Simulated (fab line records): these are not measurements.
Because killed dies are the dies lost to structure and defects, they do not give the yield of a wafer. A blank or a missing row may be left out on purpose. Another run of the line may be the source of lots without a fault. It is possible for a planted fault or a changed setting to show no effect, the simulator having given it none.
fab line records ; flow sky130
record: lots: 6; wafers: 18; last_day: 49
route steps=708 shown RES_PROTECT@211 POLY_GATE@213 PAD_OPEN@708
lots untouched by any fault: they come from a run of this same line in which no faults occurred
start_h: hours from the record's first day to the start of the lot's first wafer shown ; wait_h: hours from the lot's prior step to this one ; " as in the row above ; L1.1+2: one row covering several wafers at once ; - either no value or no given start ; * or withheld: withheld ; < > ~ a bound
route shown NAME@n: a module of which the file shows steps, and the number in the route of the first ; usual: mean/standard deviation taken from wafers without a fault ; same: alike in all rows ; chamber/n: place in a boat ; sites: readings site by site ; _std_site: the standard deviation of these ; _edge_site: mean of outer sites minus mean of inner sites ; radius_mm: for every site, how far away it sits from the centre of the wafer ; mask NAME#n: copy n ; behind: the tool/chamber that last shaped the wafer ; hold: reason for holding the lot/hours on hold/outcome of the hold ; device: which transistor (n, p or np) failed to switch ; end of line: tests run on the same wafers once the route is complete ; a step given without rows: its recipe and nothing more ; killed: not the wafer's yield, but the dies lost to structure and defects at the first sort ; map: a wafer's dies, x killed, . not, _ none there
set.NAME: setting as actually run; set.NAME@STEP: the setting as run at that earlier step ; model.NAME: the simulator's own value behind a step, which no gauge read
a table for each step, a row for each wafer; lots at some steps of the route
services: the hour from which a tool's chamber was out of use, counted from the record's first day as start_h (under 0 if before that day), plus the number of hours and why
== steps ==
step: SKY_RES_PROTECT_PEB_05
recipe: temp_c: withheld; time_s: *; resist: NOVOLAK
step: SKY_RES_PROTECT_DEVELOP_06
recipe: resist: NOVOLAK; developer: TMAH; develop_time_s: 60; dev_temp_c: 23
step: SKY_POLY_GATE_IMPLANT_02
recipe: species: P; energy_kev: 30; dose_cm2: 7.7e+15; tilt_deg: 0
step: SKY_RES_PROTECT_STRIP_07
recipe: chemistry: O2/N2; power_w: 1400; pressure_mtorr: 1500; platen_temp_c: withheld; o2_flow_sccm: 3000; n2_flow_sccm: 300; overash_fraction: 0.5
usual: drypump_motor_current_A: 5.5/0.36; oes_product_au: 0.518/0.0047; strip_time_to_endpoint_s: 23.32/0.044
lot.wafer;tool;chamber;start_h;wait_h;drypump_motor_current_A;oes_product_au;rf_hours_counter_h;strip_time_to_endpoint_s
L491.1;plasma_asher-02;1;403.25;0.1;5.5;0.524;57;23.30
L491.2;plasma_asher-02;0;403.25;0.1;5.9;0.517;57;23.26
L491.6;plasma_asher-02;0;403.25;0.1;5.8;0.515;-;23.32
L494.2;plasma_asher-03;0;426.45;0.1;4.8;0.520;75;23.36
L494.4;plasma_asher-03;1;426.45;0.1;5.9;0.521;-;23.35
L494.6;plasma_asher-03;1;426.45;0.1;5.8;0.520;-;23.33
L497.3;plasma_asher-02;1;461.94;0.1;5.6;0.512;-;23.30
L497.4;plasma_asher-02;0;461.94;0.1;5.9;0.513;-;23.30
L497.6;plasma_asher-02;1;461.94;0.1;5.6;0.515;-;23.29
L500.2;plasma_asher-04;0;515.90;0.1;5.6;0.514;40;23.24
L500.5;plasma_asher-04;1;515.90;0.1;5.4;0.522;-;23.27
L500.6;plasma_asher-04;0;515.90;0.1;5.6;0.516;-;23.27
L504.1;plasma_asher-04;0;518.65;0.1;5.6;0.517;40;23.35
L504.4;plasma_asher-04;0;518.65;0.1;5.6;0.520;-;23.27
L504.6;plasma_asher-04;1;518.65;0.1;5.4;0.515;-;23.32
L503.1;plasma_asher-03;0;523.05;0.1;4.9;0.510;84;23.29
L503.3;plasma_asher-03;1;523.05;0.1;5.9;0.515;-;23.33
L503.5;plasma_asher-03;1;523.05;0.1;5.9;0.524;-;23.32
step: SKY_RES_PROTECT_TW_MEAS_08
usual: POLY_GATE_TW: 4039/32
lot.wafer;tool;chamber;start_h;wait_h;POLY_GATE_TW
L491.1;film_metro-03;-;403.35;0.1;4094
L491.2;film_metro-03;-;403.35;0.1;4108
L491.6;film_metro-03;-;403.35;0.1;4101
L494.2;film_metro-03;-;426.56;0.1;4088
L494.4;film_metro-03;-;426.56;0.1;4104
L494.6;film_metro-03;-;426.56;0.1;4081
L497.3;film_metro-02;-;462.02;0.1;4037
L497.4;film_metro-02;-;462.02;0.1;4026
L497.6;film_metro-02;-;462.02;0.1;4043
L500.2;film_metro-02;-;516.01;0.1;4017
L500.5;film_metro-02;-;516.01;0.1;3995
L500.6;film_metro-02;-;516.01;0.1;4006
L504.1;film_metro-02;-;518.75;0.1;4008
L504.4;film_metro-02;-;518.75;0.1;4018
L504.6;film_metro-02;-;518.75;0.1;4009
L503.1;film_metro-02;-;523.15;0.1;4005
L503.3;film_metro-02;-;523.15;0.1;4007
L503.5;film_metro-02;-;523.15;0.1;4006
step: SKY_RES_PROTECT_CLEAN_09
recipe: chemistry: SC1/SC2; mix: 1:4:20; temp_c: 70; time_s: 150; dry: n2_spin
step: SKY_POLY_GATE_CVD_03
recipe: material: Si3N4; precursor: DCS/NH3; target_thk_nm: 75; temp_c: 770; time_s: 1290; pressure_mtorr: 250
step: SKY_POLY_GATE_THK_MEAS_04
recipe: reads: Si3N4_of_POLY_GATE_CVD_03
usual: POLY_GATE_CVD_03_THK: 75.2/0.69
lot.wafer;tool;chamber;start_h;wait_h;POLY_GATE_CVD_03_THK[nm]
L491.1;film_metro-04;-;404.84;0.0;74.2
L491.2;film_metro-04;-;404.84;0.0;74.1
L491.6;film_metro-04;-;404.84;0.0;75.0
L494.2;film_metro-01;-;428.52;0.0;74.2
L494.4;film_metro-01;-;428.52;0.0;74.2
L494.6;film_metro-01;-;428.52;0.0;73.6
L497.3;film_metro-04;-;463.50;0.0;75.7
L497.4;film_metro-04;-;463.50;0.0;75.2
L497.6;film_metro-04;-;463.50;0.0;75.5
L500.2;film_metro-03;-;518.60;0.1;75.8
L500.5;film_metro-03;-;518.60;0.1;75.8
L500.6;film_metro-03;-;518.60;0.1;75.2
L504.1;film_metro-04;-;520.94;0.0;74.5
L504.4;film_metro-04;-;520.94;0.0;74.8
L504.6;film_metro-04;-;520.94;0.0;75.5
L503.1;film_metro-03;-;525.07;0.0;75.0
L503.3;film_metro-03;-;525.07;0.0;75.2
L503.5;film_metro-03;-;525.07;0.0;75.3
step: SKY_POLY_GATE_DEHYDRATE_05
recipe: temp_c: 200; time_s: 60
step: SKY_POLY_GATE_HMDS_06
recipe: prime_time_s: 60; prime_temp_c: 120
step: SKY_POLY_GATE_COAT_07
recipe: resist: BARC; temp_c: withheld; time_s: withheld; spin_rpm: 3000; resist_thk_nm: 110
step: SKY_POLY_GATE_COAT_08
recipe: resist: KrF-thick; spin_rpm: 3000; resist_thk_nm: 450
step: SKY_POLY_GATE_SOFTBAKE_09
recipe: temp_c: 100; time_s: 90; resist: KrF-thick
usual: heater_power_total_W: 57.37/0.11; plate_temp_C: 99.98/0.12; resist_line_temp_C: 22.99/0.11
same: time_s: 90
lot.wafer;tool;chamber;start_h;wait_h;heater_power_total_W;plate_temp_C;resist_line_temp_C
L491.1;litho_track-01;0;420;-;51.60;92.69;23.06
L491.2;litho_track-01;0;420;-;51.74;92.54;23.07
L491.6;litho_track-01;0;420;-;51.48;92.62;23.04
L494.2;litho_track-01;0;444;-;51.61;92.73;23.06
L494.4;litho_track-01;0;444;-;51.57;92.75;23.14
L494.6;litho_track-01;0;444;-;51.74;92.75;22.84
L497.3;litho_track-03;0;479;-;57.19;99.91;22.95
L497.4;litho_track-03;0;479;-;57.51;99.95;22.84
L497.6;litho_track-03;0;479;-;57.47;100.09;22.96
L500.2;litho_track-04;0;534;-;57.40;100.24;23.10
L500.5;litho_track-04;0;534;-;57.53;99.97;23.03
L500.6;litho_track-04;0;534;-;57.51;100.17;23.08
L504.1;litho_track-04;0;536;-;57.52;100.02;22.93
L504.4;litho_track-04;0;536;-;57.48;99.96;22.87
L504.6;litho_track-04;0;536;-;57.33;99.98;23.05
L503.1;litho_track-01;0;540;-;57.20;99.82;22.99
L503.3;litho_track-01;0;540;-;57.38;99.83;22.96
L503.5;litho_track-01;0;540;-;57.29;99.98;23.04
step: SKY_POLY_GATE_EXPOSE_10
recipe: mask_id: P1M; na: 0.68; source_shape: conventional; sigma_outer: 0.6; target_cd_nm: 150; dose_mj: 28
step: SKY_POLY_GATE_PEB_11
recipe: peb_temp_c: withheld; peb_time_s: withheld; resist: KrF-thick
step: SKY_POLY_GATE_DEVELOP_12
recipe: develop_time_s: 60; resist: KrF-thick; dev_temp_c: 21
usual: resist_line_temp_C: 22.99/0.095
lot.wafer;tool;chamber;start_h;wait_h;resist_line_temp_C;model.KrF-thick_of_POLY_GATE_COAT_08.thk_nm
L491.1;litho_track-01;0;-;-;23.01;441.2
L491.2;litho_track-01;0;-;-;22.99;440.4
L491.6;litho_track-01;0;-;-;23.06;438.5
L494.2;litho_track-01;0;-;-;23.04;441.4
L494.4;litho_track-01;0;-;-;23.02;441.6
L494.6;litho_track-01;0;-;-;22.89;440.7
L497.3;litho_track-04;0;-;-;23.04;434.1
L497.4;litho_track-04;0;-;-;22.89;434.3
L497.6;litho_track-04;0;-;-;22.83;435.7
L500.2;litho_track-03;0;-;-;22.89;434.7
L500.5;litho_track-03;0;-;-;22.86;434.4
L500.6;litho_track-03;0;-;-;22.99;433.6
L504.1;litho_track-03;0;-;-;22.83;433.3
L504.4;litho_track-03;0;-;-;23.04;431.9
L504.6;litho_track-03;0;-;-;23.09;433.4
L503.1;litho_track-04;0;-;-;23.01;434.2
L503.3;litho_track-04;0;-;-;22.96;435.7
L503.5;litho_track-04;0;-;-;22.97;435.8
step: SKY_POLY_GATE_CD_MEAS_13
recipe: target_cd_nm: 150
usual: cd_nm: 149.9/1.5
lot.wafer;tool;chamber;start_h;wait_h;cd_nm
L491.1;cd_sem-02;-;434.21;-;150.3
L491.2;cd_sem-02;-;434.21;-;149.5
L491.6;cd_sem-02;-;434.21;-;151.0
L494.2;cd_sem-02;-;459.38;-;152.1
L494.4;cd_sem-02;-;459.38;-;153.8
L494.6;cd_sem-02;-;459.38;-;151.6
L497.3;cd_sem-02;-;494.36;-;151.2
L497.4;cd_sem-02;-;494.36;-;152.4
L497.6;cd_sem-02;-;494.36;-;152.1
L500.2;cd_sem-01;-;549.47;-;149.7
L500.5;cd_sem-01;-;549.47;-;149.7
L500.6;cd_sem-01;-;549.47;-;148.1
L504.1;cd_sem-02;-;551.40;-;147.6
L504.4;cd_sem-02;-;551.40;-;148.2
L504.6;cd_sem-02;-;551.40;-;147.4
L503.1;cd_sem-01;-;555.50;-;149.1
L503.3;cd_sem-01;-;555.50;-;151.2
L503.5;cd_sem-01;-;555.50;-;150.6
step: SKY_POLY_GATE_OVL_MEAS_14
usual: POLY_GATE_OVL: 3/4.9
lot.wafer;tool;chamber;start_h;wait_h;POLY_GATE_OVL[nm]
L491.1;overlay-02;-;434.33;0.1;4
L491.2;overlay-02;-;434.33;0.1;0
L491.6;overlay-02;-;434.33;0.1;3
L494.2;overlay-02;-;459.49;0.1;10
L494.4;overlay-02;-;459.49;0.1;9
L494.6;overlay-02;-;459.49;0.1;8
L497.3;overlay-01;-;494.45;0.1;2
L497.4;overlay-01;-;494.45;0.1;2
L497.6;overlay-01;-;494.45;0.1;3
L500.2;overlay-01;-;549.58;0.1;13
L500.5;overlay-01;-;549.58;0.1;5
L500.6;overlay-01;-;549.58;0.1;6
L504.1;overlay-01;-;551.52;0.1;6
L504.4;overlay-01;-;551.52;0.1;1
L504.6;overlay-01;-;551.52;0.1;-1
L503.1;overlay-01;-;555.62;0.1;2
L503.3;overlay-01;-;555.62;0.1;3
L503.5;overlay-01;-;555.62;0.1;8
step: SKY_POLY_GATE_ETCH_15
recipe: chemistry: N2/H2; target: BARC; ion_energy_ev: 200; source_w: 500; bias_w: 100; pressure_mtorr: 30; n2_flow_sccm: 100; h2_flow_sccm: 200; stop_on: SiO2; time_s: 118.5; target_depth_a: 1100
usual: bias_w: 100.0/0.32; drypump_motor_current_A: 5.6/0.4; h2_flow_sccm: 200.1/0.59; oes_product_au: 0.717/0.0048; throttle_valve_pct: 13.213/0.0085
same: time_s: 118.5
lot.wafer;tool;chamber;start_h;wait_h;bias_w;drypump_motor_current_A;h2_flow_sccm;oes_product_au;rf_hours_counter_h;throttle_valve_pct;model.KrF-thick_of_POLY_GATE_COAT_08.thk_nm
L491.1;rie_diel-02;0;434.37;0.0;100.2;5.1;200.9;0.721;55;13.218;350.9
L491.2;rie_diel-02;2;434.37;0.0;99.5;5.7;200.2;0.710;10;13.205;347.8
L491.6;rie_diel-02;0;434.37;0.0;100.2;5.1;200.4;0.713;-;13.213;348.4
L494.2;rie_diel-04;3;459.52;0.0;100.2;5.8;200.1;0.710;12;13.227;348
L494.4;rie_diel-04;0;459.52;0.0;100.0;5.4;200.3;0.715;-;13.217;350.4
L494.6;rie_diel-04;3;459.52;0.0;100.7;5.9;201.1;0.713;-;13.222;346.9
L497.3;rie_diel-02;2;494.48;0.0;100.2;5.7;200.1;0.718;11;13.225;341.1
L497.4;rie_diel-02;0;494.48;0.0;99.8;5.1;200.3;0.716;56;13.217;344.4
L497.6;rie_diel-02;1;494.48;0.0;100.0;5.7;199.8;0.715;-;13.200;341.9
L500.2;rie_diel-04;2;549.61;0.0;100.4;6.2;199.5;0.713;42;13.220;342.3
L500.5;rie_diel-04;1;549.61;0.0;99.7;5.8;200.4;0.712;-;13.205;343.8
L500.6;rie_diel-04;0;549.61;0.0;100.0;5.5;200.1;0.720;-;13.212;340.6
L504.1;rie_diel-04;0;551.56;0.0;99.8;5.4;200.3;0.714;0;13.205;340.5
L504.4;rie_diel-04;3;551.56;0.0;99.8;5.8;200.5;0.714;14;13.214;338.8
L504.6;rie_diel-04;2;551.56;0.0;100.7;6.2;200.5;0.709;-;13.206;341.1
L503.1;rie_diel-02;3;555.66;0.0;100.1;5.8;200.1;0.724;36;13.203;341.8
L503.3;rie_diel-02;1;555.66;0.0;99.9;5.7;199.3;0.709;31;13.217;343.5
L503.5;rie_diel-02;2;555.66;0.0;99.7;5.7;200.7;0.718;-;13.214;342.7
step: SKY_POLY_GATE_ETCH_16
recipe: stop_on: poly-Si; chemistry: CH3F/O2; target: Si3N4; source_w: 400; bias_w: 80; pressure_mtorr: 25; ch3f_flow_sccm: 40; O2_flow_sccm: 30; time_s: 147.5; target_depth_a: 750
usual: bias_w: 80.01/0.23; drypump_motor_current_A: 5.6/0.4; oes_product_au: 0.641/0.0059; throttle_valve_pct: 10.536/0.0088
same: time_s: 147.5
lot.wafer;tool;chamber;start_h;wait_h;bias_w;drypump_motor_current_A;oes_product_au;rf_hours_counter_h;throttle_valve_pct
L491.1;rie_diel-02;0;434.45;0.0;79.84;5.1;0.640;55;10.535
L491.2;rie_diel-02;2;434.45;0.0;79.91;5.7;0.629;10;10.548
L491.6;rie_diel-02;0;434.45;0.0;79.86;5.1;0.632;-;10.535
L494.2;rie_diel-04;3;459.60;0.0;79.98;5.8;0.642;12;10.532
L494.4;rie_diel-04;0;459.60;0.0;80.16;5.5;0.641;-;10.525
L494.6;rie_diel-04;3;459.60;0.0;80.00;5.9;0.632;-;10.544
L497.3;rie_diel-02;2;494.56;0.0;79.63;5.7;0.642;11;10.520
L497.4;rie_diel-02;0;494.56;0.0;80.02;5.1;0.644;56;10.531
L497.6;rie_diel-02;1;494.56;0.0;80.04;5.7;0.646;-;10.536
L500.2;rie_diel-04;2;549.69;0.0;80.17;6.2;0.634;42;10.543
L500.5;rie_diel-04;1;549.69;0.0;80.39;5.8;0.648;-;10.538
L500.6;rie_diel-04;0;549.69;0.0;80.36;5.5;0.644;-;10.538
L504.1;rie_diel-04;0;551.64;0.0;80.13;5.4;0.635;0;10.543
L504.4;rie_diel-04;3;551.64;0.0;79.93;5.9;0.631;14;10.541
L504.6;rie_diel-04;2;551.64;0.0;80.15;6.1;0.650;-;10.531
L503.1;rie_diel-02;3;555.74;0.0;80.14;5.8;0.641;37;10.545
L503.3;rie_diel-02;1;555.74;0.0;80.38;5.7;0.649;31;10.538
L503.5;rie_diel-02;2;555.74;0.0;79.91;5.7;0.640;-;10.539
step: SKY_PAD_OPEN_PROBE_99
usual: killed_at_M0_to_M3: 42/6.3; killed_at_M4_up: 3.2/1.9; killed_at_contacts: 24/5.8; killed_at_front_end: 15/4.3; killed_at_other: 0.2/0.62; killed_dies: 85/9.3; killed_open: 46/6.8; killed_short: 38/6.1
same: gross_dies: 492; killed_at_back_side: 0
lot.wafer;tool;chamber;start_h;wait_h;killed_at_M0_to_M3;killed_at_M4_up;killed_at_contacts;killed_at_front_end;killed_at_other;killed_dies;killed_open;killed_short
L491.1;prober-02;-;1112.86;0.1;46;5;17;13;0;81;45;33
L491.2;prober-02;-;1112.91;0.1;55;1;24;12;0;92;58;32
L491.6;prober-02;-;1113.11;0.2;44;5;20;13;0;82;50;32
L494.2;prober-01;-;1127.99;0.1;35;6;18;19;0;78;38;39
L494.4;prober-01;-;1128.09;0.2;37;3;18;23;0;81;42;38
L494.6;prober-01;-;1128.19;0.2;39;1;23;22;0;85;42;43
L497.3;prober-02;-;1148.64;0.2;39;4;14;13;1;71;38;32
L497.4;prober-02;-;1148.69;0.2;51;1;17;8;0;77;41;36
L497.6;prober-02;-;1148.79;0.2;33;2;21;14;0;70;42;28
L500.2;prober-01;-;1184.46;0.1;37;6;16;17;0;76;40;36
L500.5;prober-01;-;1184.61;0.2;46;2;24;15;0;87;52;35
L500.6;prober-01;-;1184.66;0.2;50;3;32;14;0;99;52;47
L503.1;prober-02;-;1185.08;0.1;43;1;31;17;4;96;59;35
L503.3;prober-02;-;1185.18;0.2;47;2;17;15;1;82;38;44
L503.5;prober-02;-;1185.28;0.2;41;2;23;15;0;81;46;35
L504.1;prober-01;-;1185.91;0.1;46;7;19;9;1;82;39;43
L504.4;prober-01;-;1186.06;0.2;46;6;22;15;0;89;53;35
L504.6;prober-01;-;1186.16;0.2;40;4;20;10;0;74;40;34
killed by level:class
L491.1 VIA2:geometric_particle:open=10 VIA1:geometric_particle:open=8 CONTACT:geometric_particle:open=7 METAL1:geometric_particle:short=7 VIA3:geometric_particle:open=7 CONTACT:geometric_particle:short=5 POLY_GATE:geometric_particle:open=4 LI_CONTACT:geometric_particle:open=4
L491.2 VIA1:geometric_particle:open=13 VIA3:geometric_particle:open=9 CONTACT:geometric_particle:open=9 LI_CONTACT:geometric_particle:open=8 VIA2:geometric_particle:open=8 METAL1:geometric_particle:short=7 FIELD_ISO:geometric_particle:open=6 METAL2:geometric_particle:short=5
L491.6 VIA1:geometric_particle:open=13 LI_CONTACT:geometric_particle:open=7 CONTACT:geometric_particle:open=6 METAL1:geometric_particle:short=6 VIA1:geometric_particle:short=6 LOCAL_INTERCONNECT:geometric_particle:short=5 VIA3:geometric_particle:open=5 VIA2:geometric_particle:open=5
L494.2 VIA1:geometric_particle:open=8 METAL1:geometric_particle:short=7 CONTACT:geometric_particle:open=6 SPACER:geometric_particle:open=5 METAL2:geometric_particle:short=5 LI_CONTACT:geometric_particle:short=5 FIELD_ISO:geometric_particle:short=4 SPACER:geometric_particle:short=4
L494.4 FIELD_ISO:geometric_particle:short=9 VIA2:geometric_particle:open=9 LI_CONTACT:geometric_particle:open=7 METAL2:geometric_particle:short=7 POLY_GATE:geometric_particle:open=6 VIA3:geometric_particle:open=6 VIA1:geometric_particle:open=6 VIA1:geometric_particle:short=4
L494.6 CONTACT:geometric_particle:open=9 VIA2:geometric_particle:short=8 FIELD_ISO:geometric_particle:short=7 VIA2:geometric_particle:open=7 LOCAL_INTERCONNECT:geometric_particle:short=5 LI_CONTACT:geometric_particle:open=4 FIELD_ISO:geometric_particle:open=4 VIA3:geometric_particle:open=4
L497.3 VIA1:geometric_particle:open=12 CONTACT:geometric_particle:open=6 VIA2:geometric_particle:open=6 LI_CONTACT:geometric_particle:open=5 POLY_GATE:geometric_particle:short=4 VIA1:geometric_particle:short=4 VIA3:geometric_particle:short=4 VIA3:geometric_particle:open=4
L497.4 VIA3:geometric_particle:open=11 METAL2:geometric_particle:short=10 VIA1:geometric_particle:open=8 LI_CONTACT:geometric_particle:open=7 CONTACT:geometric_particle:open=5 VIA2:geometric_particle:short=5 POLY_GATE:geometric_particle:open=4 METAL1:geometric_particle:short=4
L497.6 LI_CONTACT:geometric_particle:open=10 VIA2:geometric_particle:open=6 METAL3:geometric_particle:short=6 METAL1:geometric_particle:short=5 CONTACT:geometric_particle:open=5 VIA1:geometric_particle:open=5 FIELD_ISO:geometric_particle:open=4 POLY_GATE:geometric_particle:open=4
L500.2 VIA1:geometric_particle:open=10 POLY_GATE:geometric_particle:open=7 LI_CONTACT:geometric_particle:open=6 METAL2:geometric_particle:short=5 VIA3:geometric_particle:short=5 CONTACT:geometric_particle:short=4 VIA1:geometric_particle:short=4 VIA2:geometric_particle:short=4
L500.5 VIA3:geometric_particle:open=11 VIA1:geometric_particle:open=9 CONTACT:geometric_particle:open=8 LI_CONTACT:geometric_particle:open=7 FIELD_ISO:geometric_particle:short=5 METAL1:geometric_particle:short=5 VIA1:geometric_particle:short=4 VIA2:geometric_particle:open=4
L500.6 CONTACT:geometric_particle:open=14 VIA1:geometric_particle:open=9 VIA3:geometric_particle:open=8 VIA1:geometric_particle:short=7 CONTACT:geometric_particle:short=6 FIELD_ISO:geometric_particle:short=5 LI_CONTACT:geometric_particle:open=5 VIA2:geometric_particle:open=5
L503.1 CONTACT:geometric_particle:open=12 VIA1:geometric_particle:open=11 LI_CONTACT:geometric_particle:open=9 METAL2:geometric_particle:short=7 VIA3:geometric_particle:open=6 VIA2:geometric_particle:open=4 FIELD_ISO:geometric_particle:short=3 FIELD_ISO:geometric_particle:open=3
L503.3 METAL1:geometric_particle:short=10 VIA1:geometric_particle:open=8 VIA1:geometric_particle:short=7 METAL2:geometric_particle:short=7 SPACER:geometric_particle:open=6 LI_CONTACT:geometric_particle:open=5 CONTACT:geometric_particle:short=4 CONTACT:geometric_particle:open=4
L503.5 VIA2:geometric_particle:open=12 CONTACT:geometric_particle:open=8 LI_CONTACT:geometric_particle:open=7 METAL2:geometric_particle:short=7 VIA1:geometric_particle:open=6 FIELD_ISO:geometric_particle:short=5 METAL1:geometric_particle:short=5 LOCAL_INTERCONNECT:geometric_particle:short=4
L504.1 VIA3:geometric_particle:open=9 VIA2:geometric_particle:open=8 CONTACT:geometric_particle:short=6 VIA1:geometric_particle:open=6 METAL4:geometric_particle:short=6 VIA1:geometric_particle:short=5 LI_CONTACT:geometric_particle:open=4 METAL1:geometric_particle:short=4
L504.4 CONTACT:geometric_particle:open=9 VIA3:geometric_particle:open=9 VIA1:geometric_particle:open=8 VIA2:geometric_particle:open=7 LI_CONTACT:geometric_particle:open=6 METAL4:geometric_particle:short=6 FIELD_ISO:geometric_particle:open=4 POLY_GATE:geometric_particle:open=4
L504.6 VIA1:geometric_particle:open=10 VIA3:geometric_particle:open=7 METAL1:geometric_particle:short=7 POLY_GATE:geometric_particle:open=5 LI_CONTACT:geometric_particle:open=5 LOCAL_INTERCONNECT:geometric_particle:short=5 CONTACT:geometric_particle:open=4 VIA1:geometric_particle:short=4
== services ==
tool;chamber;start_h;hours;kind
rie_diel-04;-;406.17;2.8;pm
plasma_asher-03;-;408.43;2.8;pm
rie_diel-04;1;429.81;3.8;repair
rie_diel-04;2;455.55;13.0;repair
rie_diel-04;3;459.84;2.8;repair
rie_diel-02;3;482.59;2.8;repair
litho_track-01;-;487.03;-;consumable_replace:filter
rie_diel-04;1;490.90;11.9;repair
plasma_asher-02;-;514.37;0.4;repair
rie_diel-02;1;514.49;14.1;repair
rie_diel-04;0;522.18;-;clean
rie_diel-04;0;522.18;24.4;scheduled_down
rie_diel-04;0;522.18;24.4;vent_cycle
plasma_asher-04;-;523.65;2.8;pm
rie_diel-02;2;524.85;6.6;repair
== key ==
first_sign: step: SKY_POLY_GATE_SOFTBAKE_09; reading: plate_temp_C; direction: down; sigmas: 61; usual: *; struck: *
effect: step: SKY_POLY_GATE_SOFTBAKE_09; reading: heater_power_total_W; direction: down; sigmas: 52; usual: *; struck: *
model_effect: step: SKY_POLY_GATE_DEVELOP_12; value: KrF-thick_of_POLY_GATE_COAT_08.thk_nm; without: 436.2; struck: 440.6
model_effect: step: SKY_POLY_GATE_ETCH_15; value: KrF-thick_of_POLY_GATE_COAT_08.thk_nm; without: 344.3; struck: 348.8
met_at SKY_POLY_GATE_SOFTBAKE_09
struck_wafers L491.1,L491.2,L491.6,L494.2,L494.4,L494.6
tester_left_out L491,L494
fault: kind: process_parameter_drift; tool: litho_track-01; chamber: -; onset_h: 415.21; steps: SKY_POLY_GATE_SOFTBAKE_09; channel: temp_c; offset: *; shape: step; end_h: 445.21; acts_in: *; stated: *
tester_left_out: of these lots the tester's yield and bins aren't shown, on N5 and GAA mostly nor the transistor test; their killed dies are dies lost to structure and defects alone, not to doping, threshold or leakage, so they don't give the yield
